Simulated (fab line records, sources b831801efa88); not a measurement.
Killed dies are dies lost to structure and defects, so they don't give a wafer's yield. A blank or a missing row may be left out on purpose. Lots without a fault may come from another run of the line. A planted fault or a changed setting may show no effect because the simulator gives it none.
Which tool did it? | flow gf180mcu | 11 lots, 33 wafers sampled, at 3 steps of a route of 602

WHAT THE GAUGES READ, wafer by wafer
GF_V5_CD_MEAS_14: target cd 260 nm. Usual: cd_nm 260.1 nm, standard deviation 1.3.
lot  | measured     | on        | cd_nm (nm)        | flag
L263 | day 27 02:52 | cd_sem-02 | 258.9 260.1 258.9 |
L264 | day 27 09:56 | cd_sem-01 | 257.6 257.2 259.1 |
L265 | day 27 22:16 | cd_sem-02 | 261.1 260.2 261.3 |
L266 | day 28 01:12 | cd_sem-01 | 261.2 262.5 263.4 |
L267 | day 28 11:28 | cd_sem-01 | 261.8 261.0 260.4 |
L268 | day 28 21:02 | cd_sem-02 | 260.4 259.9 259.3 |
L269 | day 28 23:50 | cd_sem-02 | 260.3 260.5 261.0 |
L277 | day 31 16:20 | cd_sem-02 | 258.5 260.0 259.7 |
L278 | day 31 11:05 | cd_sem-02 | 261.7 260.0 259.1 |
L279 | day 31 20:47 | cd_sem-01 | 262.9 261.5 261.2 |
L285 | day 33 11:17 | cd_sem-02 | 261.1 260.7 259.7 |

WHICH TOOL RAN EACH LOT (tool, then ch and the chambers of the sampled wafers, then the start)
lot  | GF_DUAL_GATE_OXIDATION_02     | GF_MIM_SPUTTER_04
L263 | furnace-02 ch 0, day 7 14:22  | pvd_sputter-04, day 24 10:02
L264 | furnace-01 ch 0, day 7 22:31  | pvd_sputter-04, day 24 17:10
L265 | furnace-02 ch 0, day 8 05:02  | pvd_sputter-04, day 25 05:14
L266 | furnace-01 ch 0, day 8 07:09  | pvd_sputter-04, day 25 09:20
L267 | furnace-02 ch 0, day 8 19:19  | pvd_sputter-02, day 25 20:46
L268 | furnace-02 ch 0, day 8 23:31  | pvd_sputter-03, day 26 07:13
L269 | furnace-02 ch 0, day 9 05:02  | pvd_sputter-03, day 26 10:59
L277 | furnace-01 ch 0, day 11 16:52 | pvd_sputter-03, day 29 08:07
L278 | furnace-01 ch 0, day 11 18:19 | pvd_sputter-03, day 29 02:40
L279 | furnace-02 ch 0, day 12 01:23 | pvd_sputter-04, day 29 13:01
L285 | furnace-02 ch 0, day 14 01:13 | pvd_sputter-04, day 31 08:26
- GF_DUAL_GATE_OXIDATION_02: stabilise 600 s, purge 300 s, target thk 10.887 nm.
- GF_MIM_SPUTTER_04: material TiN, target thk 50 nm, time 41.7 s.

WHAT THE TOOLS THEMSELVES READ (means of the sampled wafers that have a number; where no wafer has one, the mark that the record gives instead)
GF_DUAL_GATE_OXIDATION_02. Usual: tube_center_temp_C_max 902.3, standard deviation 0.43; zone_power_bottom_pct 28.5 %, standard deviation 1; zone_power_upper_pct 20.7 %, standard deviation 0.93.
lot  | tool       | tube_center_temp_C_max | zone_power_bottom_pct (%) | zone_power_upper_pct (%) | flag
L263 | furnace-02 | 902.6                  | 29.5                      | 19.6                     |
L264 | furnace-01 | 902.4                  | 27.4                      | 21.5                     |
L265 | furnace-02 | 902.2                  | 29.8                      | 19.8                     |
L266 | furnace-01 | 902.4                  | 28.0                      | 21.7                     |
L267 | furnace-02 | 902.2                  | 29.6                      | 19.8                     |
L268 | furnace-02 | 902.4                  | 29.6                      | 19.5                     |
L269 | furnace-02 | 902.4                  | 29.7                      | 19.6                     |
L277 | furnace-01 | 902.4                  | 27.8                      | 21.5                     |
L278 | furnace-01 | 902.2                  | 27.4                      | 21.4                     |
L279 | furnace-02 | 902.5                  | 29.5                      | 19.8                     |
L285 | furnace-02 | 902.3                  | 29.7                      | 19.6                     |

GF_MIM_SPUTTER_04. Usual: throttle_valve_pct 30.1 %, standard deviation 0.68.
lot  | tool           | throttle_valve_pct (%) | flag
L263 | pvd_sputter-04 | 30.5                   |
L264 | pvd_sputter-04 | 30.2                   |
L265 | pvd_sputter-04 | 30.2                   |
L266 | pvd_sputter-04 | 30.1                   |
L267 | pvd_sputter-02 | 29.5                   |
L268 | pvd_sputter-03 | 29.8                   |
L269 | pvd_sputter-03 | 29.8                   |
L277 | pvd_sputter-03 | 29.5                   |
L278 | pvd_sputter-03 | 30.0                   |
L279 | pvd_sputter-04 | 29.9                   |
L285 | pvd_sputter-04 | 30.3                   |

THE ANSWER, worked out from the rows above alone
Rule: a lot is off if the mean of its wafers that have a number lies more than 3 standard deviations from the usual mean. A lot without any number at a reading at which 4 lots or more have one is off too. The other lots that the step has rows for count as sound. The gauges are gone through in route order, then the tools' own readings, and for those a lot's mean is taken as printed above. The first step at which some lot is off is used, and at that step the reading that is off furthest; a lot without a number counts as furthest.
No lot is off at any reading shown: from this, nothing can be told.

WHAT THE SIMULATOR HAD PUT IN
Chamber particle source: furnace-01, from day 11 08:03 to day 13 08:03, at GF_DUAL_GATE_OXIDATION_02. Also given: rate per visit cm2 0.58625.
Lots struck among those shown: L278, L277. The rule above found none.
